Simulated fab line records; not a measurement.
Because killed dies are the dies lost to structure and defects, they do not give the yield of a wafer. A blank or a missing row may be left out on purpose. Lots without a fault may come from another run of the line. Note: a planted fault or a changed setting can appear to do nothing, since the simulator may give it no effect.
Which of the tools did it? / flow sky130 / 15 lots, 45 wafers sampled, at 4 steps of a route of 708

## WHAT EACH GAUGE READ, for each wafer
SKY_VT_ADJUST_LVTN_OVL_MEAS_07. Usual: VT_ADJUST_LVTN_OVL gives -0.4 nm (standard deviation 1.7).
lot=L974; measured=day 7 01:52; on=overlay-02; VT_ADJUST_LVTN_OVL (nm)=0.5 1.1 1.5; flag=
lot=L975; measured=day 7 05:20; on=overlay-02; VT_ADJUST_LVTN_OVL (nm)=-1.7 -1.2 -1.5; flag=
lot=L978; measured=day 8 04:49; on=overlay-02; VT_ADJUST_LVTN_OVL (nm)=-3.5 -4.1 -4.2; flag=
lot=L979; measured=day 8 11:40; on=overlay-02; VT_ADJUST_LVTN_OVL (nm)=-1.0 1.0 0.5; flag=
lot=L980; measured=day 8 17:02; on=overlay-01; VT_ADJUST_LVTN_OVL (nm)=-0.9 -0.2 -0.6; flag=
lot=L982; measured=day 9 03:32; on=overlay-01; VT_ADJUST_LVTN_OVL (nm)=1.3 0.1 1.0; flag=
lot=L986; measured=day 10 08:10; on=overlay-01; VT_ADJUST_LVTN_OVL (nm)=2.7 3.8 3.0; flag=
lot=L987; measured=day 10 09:53; on=overlay-01; VT_ADJUST_LVTN_OVL (nm)=-1.5 -2.1 -2.2; flag=
lot=L988; measured=day 10 20:11; on=overlay-01; VT_ADJUST_LVTN_OVL (nm)=-1.3 -1.4 -2.4; flag=
lot=L991; measured=day 11 14:37; on=overlay-02; VT_ADJUST_LVTN_OVL (nm)=-0.6 -0.3 -1.7; flag=
lot=L993; measured=day 12 06:19; on=overlay-01; VT_ADJUST_LVTN_OVL (nm)=-0.8 -0.4 -0.8; flag=
lot=L994; measured=day 12 15:35; on=overlay-01; VT_ADJUST_LVTN_OVL (nm)=-2.1 0.2 -1.8; flag=
lot=L995; measured=day 12 20:01; on=overlay-01; VT_ADJUST_LVTN_OVL (nm)=-2.3 -1.2 -0.9; flag=
lot=L996; measured=day 13 01:26; on=overlay-02; VT_ADJUST_LVTN_OVL (nm)=-0.5 -2.3 -1.6; flag=
lot=L997; measured=day 13 08:02; on=overlay-01; VT_ADJUST_LVTN_OVL (nm)=-0.4 0.3 -0.8; flag=

SKY_SONOS_TUNNEL_CD_MEAS_07: the cd target is 410 nm. Usual: cd nm reads 410.9 nm (standard deviation 2.3).
lot=L974; measured=day 11 16:51; on=cd sem-01; cd nm (nm)=413.8 411.9 409.1; flag=
lot=L975; measured=day 11 21:26; on=cd sem-01; cd nm (nm)=411.4 410.3 411.3; flag=
lot=L978; measured=day 13 03:33; on=cd sem-01; cd nm (nm)=411.2 409.4 411.0; flag=
lot=L979; measured=day 13 10:56; on=cd sem-02; cd nm (nm)=411.8 410.6 411.3; flag=
lot=L980; measured=day 13 17:38; on=cd sem-02; cd nm (nm)=414.3 413.5 414.4; flag=
lot=L982; measured=day 14 07:41; on=cd sem-01; cd nm (nm)=410.8 409.8 410.9; flag=
lot=L986; measured=day 15 15:14; on=cd sem-01; cd nm (nm)=407.1 403.9 405.6; flag=
lot=L987; measured=day 15 17:46; on=cd sem-02; cd nm (nm)=412.2 413.7 412.4; flag=
lot=L988; measured=day 16 02:35; on=cd sem-01; cd nm (nm)=409.4 406.2 407.4; flag=
lot=L991; measured=day 17 04:38; on=cd sem-02; cd nm (nm)=412.2 412.6 413.3; flag=
lot=L993; measured=day 17 20:12; on=cd sem-02; cd nm (nm)=407.6 405.7 407.3; flag=
lot=L994; measured=day 18 09:15; on=cd sem-02; cd nm (nm)=412.2 411.3 412.1; flag=
lot=L995; measured=day 18 12:50; on=cd sem-01; cd nm (nm)=410.2 411.7 411.8; flag=
lot=L996; measured=day 18 20:04; on=cd sem-01; cd nm (nm)=409.9 411.7 411.1; flag=
lot=L997; measured=day 19 03:44; on=cd sem-01; cd nm (nm)=412.1 410.9 413.3; flag=

SKY_SONOS_ONO_THK_MEAS_05. Usual: SONOS_ONO_CVD_04_THK gives 5.68 nm (standard deviation 0.14).
lot=L974; measured=day 11 22:14; on=film metro-03; SONOS_ONO_CVD_04_THK (nm)=5.65 5.63 5.74; flag=
lot=L975; measured=day 12 02:42; on=film metro-04; SONOS_ONO_CVD_04_THK (nm)=5.59 5.54 5.62; flag=
lot=L978; measured=day 13 11:36; on=film metro-03; SONOS_ONO_CVD_04_THK (nm)=5.77 5.89 5.91; flag=
lot=L979; measured=day 13 16:59; on=film metro-03; SONOS_ONO_CVD_04_THK (nm)=5.88 5.95 5.73; flag=
lot=L980; measured=day 14 00:17; on=film metro-04; SONOS_ONO_CVD_04_THK (nm)=5.54 5.54 5.52; flag=
lot=L982; measured=day 14 15:49; on=film metro-03; SONOS_ONO_CVD_04_THK (nm)=5.39 5.39 5.41; flag=
lot=L986; measured=day 15 22:42; on=film metro-01; SONOS_ONO_CVD_04_THK (nm)=5.59 5.49 5.53; flag=
lot=L987; measured=day 16 00:35; on=film metro-03; SONOS_ONO_CVD_04_THK (nm)=5.69 5.65 5.60; flag=
lot=L988; measured=day 16 08:20; on=film metro-01; SONOS_ONO_CVD_04_THK (nm)=5.42 5.54 5.65; flag=
lot=L991; measured=day 17 10:25; on=film metro-01; SONOS_ONO_CVD_04_THK (nm)=5.81 5.97 5.92; flag=
lot=L993; measured=day 18 02:48; on=film metro-01; SONOS_ONO_CVD_04_THK (nm)=5.73 5.70 5.76; flag=
lot=L994; measured=day 18 14:55; on=film metro-01; SONOS_ONO_CVD_04_THK (nm)=5.52 5.41 5.56; flag=
lot=L995; measured=day 18 21:38; on=film metro-01; SONOS_ONO_CVD_04_THK (nm)=5.74 5.70 5.66; flag=
lot=L996; measured=day 19 03:11; on=film metro-04; SONOS_ONO_CVD_04_THK (nm)=5.78 5.83 5.83; flag=
lot=L997; measured=day 19 08:42; on=film metro-01; SONOS_ONO_CVD_04_THK (nm)=5.63 5.81 5.59; flag=

## WHICH TOOL RAN EACH LOT (tool, then ch and the chambers of the sampled wafers, then the start)
lot=L974; SKY_VT_ADJUST_HVTR_DEVELOP_06=litho track-01 ch 0, day 9 17:11
lot=L975; SKY_VT_ADJUST_HVTR_DEVELOP_06=litho track-01 ch 0, day 9 20:53
lot=L978; SKY_VT_ADJUST_HVTR_DEVELOP_06=litho track-01 ch 0, day 11 00:47
lot=L979; SKY_VT_ADJUST_HVTR_DEVELOP_06=litho track-02 ch 0, day 11 07:58
lot=L980; SKY_VT_ADJUST_HVTR_DEVELOP_06=litho track-04 ch 0, day 11 13:55
lot=L982; SKY_VT_ADJUST_HVTR_DEVELOP_06=litho track-02 ch 0, day 12 02:37
lot=L986; SKY_VT_ADJUST_HVTR_DEVELOP_06=litho track-02, day 13 10:22
lot=L987; SKY_VT_ADJUST_HVTR_DEVELOP_06=litho track-04, day 13 13:14
lot=L988; SKY_VT_ADJUST_HVTR_DEVELOP_06=litho track-02, day 13 21:44
lot=L991; SKY_VT_ADJUST_HVTR_DEVELOP_06=litho track-04 ch 0, day 14 20:22
lot=L993; SKY_VT_ADJUST_HVTR_DEVELOP_06=litho track-04 ch 0, day 15 11:52
lot=L994; SKY_VT_ADJUST_HVTR_DEVELOP_06=litho track-01 ch 0, day 15 23:05
lot=L995; SKY_VT_ADJUST_HVTR_DEVELOP_06=litho track-02 ch 0, day 16 01:47
lot=L996; SKY_VT_ADJUST_HVTR_DEVELOP_06=litho track-01 ch 0, day 16 08:52
lot=L997; SKY_VT_ADJUST_HVTR_DEVELOP_06=litho track-04 ch 0, day 16 15:53
- SKY_VT_ADJUST_HVTR_DEVELOP_06: develop time 60 s.

## WHAT THE TOOLS THEMSELVES READ (means of the sampled wafers that have a number; where no wafer has one, the mark that the record gives instead)
SKY_VT_ADJUST_HVTR_DEVELOP_06. Usual: chill plate temp C 23.00 C, standard deviation 0.1; exhaust pa 44.9 Pa, standard deviation 0.85.
lot=L974; tool=litho track-01; chill plate temp C (C)=22.84; exhaust pa (Pa)=45.0; flag=
lot=L975; tool=litho track-01; chill plate temp C (C)=22.95; exhaust pa (Pa)=44.3; flag=
lot=L978; tool=litho track-01; chill plate temp C (C)=22.89; exhaust pa (Pa)=44.7; flag=
lot=L979; tool=litho track-02; chill plate temp C (C)=22.99; exhaust pa (Pa)=46.4; flag=
lot=L980; tool=litho track-04; chill plate temp C (C)=23.10; exhaust pa (Pa)=44.6; flag=
lot=L982; tool=litho track-02; chill plate temp C (C)=23.02; exhaust pa (Pa)=43.7; flag=
lot=L986; tool=litho track-02; chill plate temp C (C)=-; exhaust pa (Pa)=-; flag=OFF
lot=L987; tool=litho track-04; chill plate temp C (C)=-; exhaust pa (Pa)=-; flag=OFF
lot=L988; tool=litho track-02; chill plate temp C (C)=-; exhaust pa (Pa)=-; flag=OFF
lot=L991; tool=litho track-04; chill plate temp C (C)=22.97; exhaust pa (Pa)=44.5; flag=
lot=L993; tool=litho track-04; chill plate temp C (C)=23.03; exhaust pa (Pa)=44.5; flag=
lot=L994; tool=litho track-01; chill plate temp C (C)=22.97; exhaust pa (Pa)=44.5; flag=
lot=L995; tool=litho track-02; chill plate temp C (C)=23.01; exhaust pa (Pa)=45.6; flag=
lot=L996; tool=litho track-01; chill plate temp C (C)=23.08; exhaust pa (Pa)=45.0; flag=
lot=L997; tool=litho track-04; chill plate temp C (C)=23.03; exhaust pa (Pa)=44.6; flag=

## THE ANSWER, worked out from the rows above alone
Rule: take the mean of a lot's wafers that have a number; if it is more than 3 standard deviations from the usual mean, the lot is off. A lot without any number at a reading at which 4 lots or more have one is off too. Where the step has rows for the other lots, those lots are counted as sound. After the gauges, taken in route order, come the tools' own readings; for these a lot's mean is taken, as printed above. At the first step where some lot is off, the reading lying furthest off is the one used; lots without a number count as furthest.
Off: L986, L987, L988, at SKY_VT_ADJUST_HVTR_DEVELOP_06 (chill plate temp C). Without a number there: L986, L987, L988.
If a tool, at that step or one of the process steps before it, ran each lot that is off and ran no sound lot following the first of them, it fits. No candidate that was tried fits.

## WHAT WAS PUT IN BY THE SIMULATOR
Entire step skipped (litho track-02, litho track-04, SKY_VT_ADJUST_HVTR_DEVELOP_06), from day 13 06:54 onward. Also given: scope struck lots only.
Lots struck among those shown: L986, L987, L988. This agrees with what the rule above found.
